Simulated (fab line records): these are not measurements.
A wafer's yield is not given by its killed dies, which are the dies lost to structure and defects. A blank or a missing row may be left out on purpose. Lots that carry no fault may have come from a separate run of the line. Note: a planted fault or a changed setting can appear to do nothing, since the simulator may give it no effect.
A single fault, viewed from 2 desks + flow sky130 + only its own numbers are on each desk; what lay behind them is given at the end

FROM THE METROLOGY DESK
Lot by lot, what the gauges showed, no matter which tool ran the lot: averages of those sampled wafers that carry a number. The brackets show how far a lot's mean lies from the usual mean; more than 4 standard deviations puts the lot out of limits, marked OUT.
Columns: A = METAL5_ALCU_RS at SKY_METAL5_RS_MEAS_05, usual 0.02695 ohm/sq
| lot  | first seen here | A       |
|------|-----------------|---------|
| L241 | day 42 16:04    | 0.02685 |
| L243 | day 43 05:04    | 0.02694 |
| L244 | day 43 10:22    | 0.02671 |
| L247 | day 45 07:43    | 0.02692 |
| L246 | day 45 08:46    | 0.02728 |
| L249 | day 45 12:28    | 0.02704 |
| L251 | day 45 16:11    | 0.02665 |
| L253 | day 46 10:18    | 0.02706 |
| L255 | day 46 15:37    | 0.02718 |
| L258 | day 48 00:14    | 0.02675 |
| L260 | day 48 02:50    | 0.02670 |
| L262 | day 48 07:17    | 0.02711 |
| L264 | day 48 12:13    | 0.02701 |
This desk found nothing out of limits on any of the 13 lots.

THE TOOL OWNER'S DESK: cvdW-02
The tool's own readings at SKY_LI_CONTACT_CVD_21 (deposits W, target thk 400 nm, time 120.56 s): means of the sampled wafers that have a number, for each lot that ran on this tool. The brackets show how far a lot's mean lies from the usual mean; more than 4 standard deviations puts the lot out of limits, marked OUT.
Columns: A = heaterPowerW at SKY_LI_CONTACT_CVD_21, usual 882 W
| lot  | first seen here | A   |
|------|-----------------|-----|
| L241 | day 29 02:26    | 815 |
| L243 | day 29 18:08    | 821 |
| L244 | day 29 21:59    | 801 |
| L247 | day 31 21:22    | 797 |
| L251 | day 32 18:58    | 792 |
| L253 | day 33 13:44    | 797 |
| L255 | day 34 01:28    | 823 |
| L264 | day 36 11:54    | 812 |
This desk found nothing out of limits on any of the 8 lots.

BROUGHT TOGETHER
The metrology desk saw nothing out of limits.
The tool owner's desk saw nothing out of limits.

WHAT HAD BEEN PUT IN BY THE SIMULATOR
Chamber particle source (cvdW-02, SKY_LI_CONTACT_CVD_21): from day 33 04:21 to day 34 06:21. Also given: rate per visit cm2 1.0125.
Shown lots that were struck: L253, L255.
